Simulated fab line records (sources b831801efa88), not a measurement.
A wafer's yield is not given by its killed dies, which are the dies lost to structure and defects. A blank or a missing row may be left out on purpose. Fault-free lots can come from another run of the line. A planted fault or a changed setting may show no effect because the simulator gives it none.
The tool behind it: which one? / flow gf180mcu / 14 lots, 42 wafers sampled, at 3 steps of a route of 602

WHAT EACH GAUGE READ, for each wafer
GF_DUAL_GATE_THK_MEAS_03. Usual: for DUAL_GATE_OXIDATION_00_THK the level is 10.92 nm and the standard deviation is 0.28.
lot=L413; measured=day 8 02:21; on=film_metro-04; DUAL_GATE_OXIDATION_00_THK (nm)=10.76 10.87 10.64; flag=
lot=L414; measured=day 8 07:52; on=film_metro-01; DUAL_GATE_OXIDATION_00_THK (nm)=10.53 10.61 10.47; flag=
lot=L416; measured=day 8 23:05; on=film_metro-01; DUAL_GATE_OXIDATION_00_THK (nm)=10.87 10.90 10.98; flag=
lot=L417; measured=day 9 05:36; on=film_metro-04; DUAL_GATE_OXIDATION_00_THK (nm)=11.08 11.16 11.00; flag=
lot=L418; measured=day 9 13:02; on=film_metro-04; DUAL_GATE_OXIDATION_00_THK (nm)=10.95 10.96 10.79; flag=
lot=L420; measured=day 10 04:06; on=film_metro-04; DUAL_GATE_OXIDATION_00_THK (nm)=10.63 10.67 10.82; flag=
lot=L421; measured=day 10 12:30; on=film_metro-02; DUAL_GATE_OXIDATION_00_THK (nm)=10.74 10.64 10.59; flag=
lot=L422; measured=day 10 18:31; on=film_metro-01; DUAL_GATE_OXIDATION_00_THK (nm)=10.48 10.53 10.38; flag=
lot=L423; measured=day 11 01:20; on=film_metro-02; DUAL_GATE_OXIDATION_00_THK (nm)=11.19 10.86 11.02; flag=
lot=L424; measured=day 11 07:05; on=film_metro-01; DUAL_GATE_OXIDATION_00_THK (nm)=11.51 11.63 11.57; flag=
lot=L425; measured=day 11 13:59; on=film_metro-04; DUAL_GATE_OXIDATION_00_THK (nm)=10.97 11.15 11.13; flag=
lot=L426; measured=day 11 19:35; on=film_metro-01; DUAL_GATE_OXIDATION_00_THK (nm)=10.78 10.86 10.64; flag=
lot=L432; measured=day 13 12:12; on=film_metro-01; DUAL_GATE_OXIDATION_00_THK (nm)=11.28 11.36 11.32; flag=
lot=L434; measured=day 14 03:11; on=film_metro-02; DUAL_GATE_OXIDATION_00_THK (nm)=11.17 10.99 10.75; flag=

GF_HV_LDD_OVL_MEAS_20. Usual: for HV_LDD_01_OVL the level is 1.0 nm and the standard deviation is 1.5.
lot=L413; measured=day 11 05:19; on=overlay-02; HV_LDD_01_OVL (nm)=1.9 2.3 2.7; flag=
lot=L414; measured=day 11 10:07; on=overlay-01; HV_LDD_01_OVL (nm)=-1.2 -1.3 1.1; flag=
lot=L416; measured=day 12 04:31; on=overlay-01; HV_LDD_01_OVL (nm)=0.4 1.0 1.4; flag=
lot=L417; measured=day 12 13:52; on=overlay-02; HV_LDD_01_OVL (nm)=1.5 2.4 0.7; flag=
lot=L418; measured=day 12 21:25; on=overlay-01; HV_LDD_01_OVL (nm)=2.5 1.4 1.3; flag=
lot=L420; measured=day 13 14:38; on=overlay-02; HV_LDD_01_OVL (nm)=2.3 2.1 1.6; flag=
lot=L421; measured=day 14 02:43; on=overlay-01; HV_LDD_01_OVL (nm)=2.4 3.8 3.5; flag=
lot=L422; measured=day 14 12:04; on=overlay-02; HV_LDD_01_OVL (nm)=-0.9 0.6 0.2; flag=
lot=L423; measured=day 14 12:58; on=overlay-02; HV_LDD_01_OVL (nm)=0.2 -0.8 -0.2; flag=
lot=L424; measured=day 14 21:01; on=overlay-01; HV_LDD_01_OVL (nm)=1.9 1.5 3.0; flag=
lot=L425; measured=day 15 06:19; on=overlay-02; HV_LDD_01_OVL (nm)=-2.0 -2.3 -2.1; flag=
lot=L426; measured=day 15 14:53; on=overlay-02; HV_LDD_01_OVL (nm)=2.0 1.9 2.0; flag=
lot=L432; measured=day 17 06:46; on=overlay-01; HV_LDD_01_OVL (nm)=3.7 3.2 3.7; flag=
lot=L434; measured=day 18 00:39; on=overlay-02; HV_LDD_01_OVL (nm)=2.8 1.3 0.0; flag=

WHAT TOOL EACH LOT RAN ON (gives the tool, then ch and the chambers of the sampled wafers, and finally the start)
lot=L413; GF_VT_IMPLANT_STRIP_42=plasma_asher-04 ch 0,1, day 7 22:20
lot=L414; GF_VT_IMPLANT_STRIP_42=plasma_asher-02 ch 0,1, day 8 05:26
lot=L416; GF_VT_IMPLANT_STRIP_42=plasma_asher-04 ch 0, day 8 20:17
lot=L417; GF_VT_IMPLANT_STRIP_42=plasma_asher-03 ch 0,1, day 9 03:05
lot=L418; GF_VT_IMPLANT_STRIP_42=plasma_asher-03 ch 0,1, day 9 10:36
lot=L420; GF_VT_IMPLANT_STRIP_42=plasma_asher-03 ch 0,1, day 10 01:42
lot=L421; GF_VT_IMPLANT_STRIP_42=plasma_asher-02 ch 0,1, day 10 10:05
lot=L422; GF_VT_IMPLANT_STRIP_42=plasma_asher-02 ch 0,1, day 10 15:36
lot=L423; GF_VT_IMPLANT_STRIP_42=plasma_asher-03 ch 0,1, day 10 21:35
lot=L424; GF_VT_IMPLANT_STRIP_42=plasma_asher-03 ch 0,1, day 11 03:16
lot=L425; GF_VT_IMPLANT_STRIP_42=plasma_asher-02 ch 0,1, day 11 10:15
lot=L426; GF_VT_IMPLANT_STRIP_42=plasma_asher-02 ch 0,1, day 11 16:55
lot=L432; GF_VT_IMPLANT_STRIP_42=plasma_asher-02 ch 0,1, day 13 09:46
lot=L434; GF_VT_IMPLANT_STRIP_42=plasma_asher-02 ch 0,1, day 14 00:45
- GF_VT_IMPLANT_STRIP_42: strips in O2/N2.

AS READ BY THE TOOLS THEMSELVES (means over the sampled wafers that have a number; for cases with no such wafer, the mark the record gives instead)
GF_VT_IMPLANT_STRIP_42. Usual: drypump_motor_current_A 5.5 A, standard deviation 0.34; heater_power_w 332 W, standard deviation 57; oes_product_au 0.715 a.u., standard deviation 0.0047; strip_time_to_endpoint_s 12.64 s, standard deviation 0.033.
lot=L413; tool=plasma_asher-04; drypump_motor_current_A (A)=5.5; heater_power_w (W)=316; oes_product_au (a.u.)=0.713; strip_time_to_endpoint_s (s)=12.65; flag=
lot=L414; tool=plasma_asher-02; drypump_motor_current_A (A)=5.2; heater_power_w (W)=325; oes_product_au (a.u.)=0.715; strip_time_to_endpoint_s (s)=12.62; flag=
lot=L416; tool=plasma_asher-04; drypump_motor_current_A (A)=5.2; heater_power_w (W)=331; oes_product_au (a.u.)=0.718; strip_time_to_endpoint_s (s)=12.66; flag=
lot=L417; tool=plasma_asher-03; drypump_motor_current_A (A)=5.5; heater_power_w (W)=336; oes_product_au (a.u.)=0.715; strip_time_to_endpoint_s (s)=12.69; flag=
lot=L418; tool=plasma_asher-03; drypump_motor_current_A (A)=5.6; heater_power_w (W)=338; oes_product_au (a.u.)=0.713; strip_time_to_endpoint_s (s)=12.64; flag=
lot=L420; tool=plasma_asher-03; drypump_motor_current_A (A)=5.7; heater_power_w (W)=384; oes_product_au (a.u.)=0.719; strip_time_to_endpoint_s (s)=12.63; flag=
lot=L421; tool=plasma_asher-02; drypump_motor_current_A (A)=5.2; heater_power_w (W)=317; oes_product_au (a.u.)=0.717; strip_time_to_endpoint_s (s)=12.62; flag=
lot=L422; tool=plasma_asher-02; drypump_motor_current_A (A)=5.2; heater_power_w (W)=319; oes_product_au (a.u.)=0.714; strip_time_to_endpoint_s (s)=12.68; flag=
lot=L423; tool=plasma_asher-03; drypump_motor_current_A (A)=5.7; heater_power_w (W)=381; oes_product_au (a.u.)=0.717; strip_time_to_endpoint_s (s)=12.67; flag=
lot=L424; tool=plasma_asher-03; drypump_motor_current_A (A)=5.5; heater_power_w (W)=326; oes_product_au (a.u.)=0.717; strip_time_to_endpoint_s (s)=12.59; flag=
lot=L425; tool=plasma_asher-02; drypump_motor_current_A (A)=5.2; heater_power_w (W)=324; oes_product_au (a.u.)=0.715; strip_time_to_endpoint_s (s)=12.65; flag=
lot=L426; tool=plasma_asher-02; drypump_motor_current_A (A)=5.2; heater_power_w (W)=326; oes_product_au (a.u.)=0.712; strip_time_to_endpoint_s (s)=12.56; flag=
lot=L432; tool=plasma_asher-02; drypump_motor_current_A (A)=5.2; heater_power_w (W)=321; oes_product_au (a.u.)=0.716; strip_time_to_endpoint_s (s)=12.63; flag=
lot=L434; tool=plasma_asher-02; drypump_motor_current_A (A)=5.2; heater_power_w (W)=323; oes_product_au (a.u.)=0.713; strip_time_to_endpoint_s (s)=12.65; flag=

THE ANSWER, worked out from the rows above alone
Rule: lot off if the mean of its wafers having a number is beyond 3 standard deviations from the usual mean. Also off: a lot with no number at a reading for which 4 or more lots have one. Any other lot the step has rows for is counted as sound. First the gauges in route order, then the tools' own readings, where a lot's mean is used as printed above. The first step at which some lot is off is used, and at that step the reading that is off furthest; a lot without a number counts as furthest.
No lot is off on any of the readings shown, so nothing can be concluded from this.

WHAT THE SIMULATOR PUT IN
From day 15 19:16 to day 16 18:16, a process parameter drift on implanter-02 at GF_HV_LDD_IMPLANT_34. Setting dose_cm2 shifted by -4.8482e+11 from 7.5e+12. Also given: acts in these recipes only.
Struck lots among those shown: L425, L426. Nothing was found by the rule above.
